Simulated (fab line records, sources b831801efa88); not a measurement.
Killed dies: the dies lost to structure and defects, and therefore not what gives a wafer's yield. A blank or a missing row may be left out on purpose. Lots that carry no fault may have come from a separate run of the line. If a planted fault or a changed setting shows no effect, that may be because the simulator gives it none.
Chamber matching    flow sky130    cmp-01 running SKY_FIELD_ISO_CMP_27: 4 sister chambers
The step polishes, stops on Si3N4, t overpolish 16 s, target thk 457.8 nm. 4 wafers are shown with their chamber, then 8 later ones without.

WAFERS WITH THEIR CHAMBER
wafer   chamber  motor current A (A)
L836.4  1        13.5
L839.4  0        14.5
L841.6  3        10.3
L848.1  2        11.1

WAFERS WITH NO CHAMBER GIVEN
wafer   motor current A (A)
L848.4  13.2
L848.6  10.2
L850.2  13.0
L850.3  10.0
L850.5  9.9
L853.2  11.4
L853.3  9.7
L853.5  11.0

CHAMBER TAKEN BY EACH
wafer   from the rows above      in truth
L848.4  1                        1
L848.6  3                        3
L850.2  1                        1
L850.3  3                        3
L850.5  3                        3
L853.2  2                        2
L853.3  3                        3
L853.5  can't be placed: 2 or 3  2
Placed correctly: 7 of 8. Unplaceable from these rows: 1, with the true chamber sitting among the candidates in 1. Placed wrongly: 0.
How it was worked out, from the rows above alone: a wafer's distance from a chamber is the root of the sum, over the readings, of the square of ((its reading less the chamber's mean) divided by the reading's scatter). If the next closest chamber is less than 2 further off than the closest, the wafer can't be placed; otherwise it belongs to the closest. For every chamber, the mean is computed from those of its wafers that are shown. The scatter: root of mean squared gap, hidden wafer to nearest shown wafer, with one shown wafer a chamber.
